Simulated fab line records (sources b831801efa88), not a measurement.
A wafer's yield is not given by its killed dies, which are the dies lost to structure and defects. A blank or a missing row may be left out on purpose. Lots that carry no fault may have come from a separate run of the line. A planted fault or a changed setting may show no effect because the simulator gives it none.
The same fault as seen by 2 desks -- flow sky130 -- what lay behind the numbers comes last; until then each desk has only its own

## THE METROLOGY DESK
What the gauges read for every lot (on any tool): the sampled wafers with a number, averaged. The brackets show how far a lot's mean lies from the usual mean; more than 4 standard deviations puts the lot out of limits, marked OUT.
Columns: A = VT_ADJUST_HVTR_OVL at SKY_VT_ADJUST_HVTR_OVL_MEAS_08, usual 0.1 nm
lot,first seen here,A
L591,day 9 08:56,0.1
L592,day 9 20:38,-0.4
L593,day 9 21:49,-0.1
L594,day 10 05:20,0.3
L595,day 10 17:11,3.6
L604,day 13 17:16,167.8 (+99 or more) OUT
L605,day 13 17:35,168.4 (+99 or more) OUT
L606,day 13 23:53,0.5
L610,day 15 20:40,-0.5
L613,day 16 09:29,1.5
L614,day 16 19:05,0.1
Finding of this desk: L604, L605 out of limits, first seen on L604 at day 13 17:16 (VT_ADJUST_HVTR_OVL at SKY_VT_ADJUST_HVTR_OVL_MEAS_08). Within limits: L591, L592, L593, L594, L595, L606, L610, L613, L614.

## DESK OF THE TOOL OWNER: iline stepper-01
The tool's own readings at SKY_VT_ADJUST_HVTR_EXPOSE_04 (exposes mask HVTRM, target cd 380 nm): means of the sampled wafers that have a number, for each lot that ran on this tool. The brackets show how far a lot's mean lies from the usual mean; more than 4 standard deviations puts the lot out of limits, marked OUT.
Columns: A = stage vel mm s at SKY_VT_ADJUST_HVTR_EXPOSE_04, usual 500.02 mm/s
lot,first seen here,A
L592,day 9 09:29,500.33
L593,day 9 11:09,500.01
L604,day 13 04:20,499.92
L605,day 13 04:28,499.39
Result from this desk: across the 4 lots, nothing is out of limits.

## ALL TOGETHER
Metrology desk: alarm possible at day 13 17:16 on L604, L605.
The tool owner's desk saw nothing out of limits.
On record at the tool owner's desk: L604, L605, within its limits.
The lots listed all ran SKY_VT_ADJUST_HVTR_EXPOSE_04 on iline stepper-01.

## WHAT WAS PUT IN BY THE SIMULATOR
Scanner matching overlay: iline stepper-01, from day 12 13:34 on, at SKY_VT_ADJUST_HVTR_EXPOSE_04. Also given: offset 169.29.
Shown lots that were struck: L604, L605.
Hours from the fault's start to each desk's first reading out of limits: the metrology desk, 28.
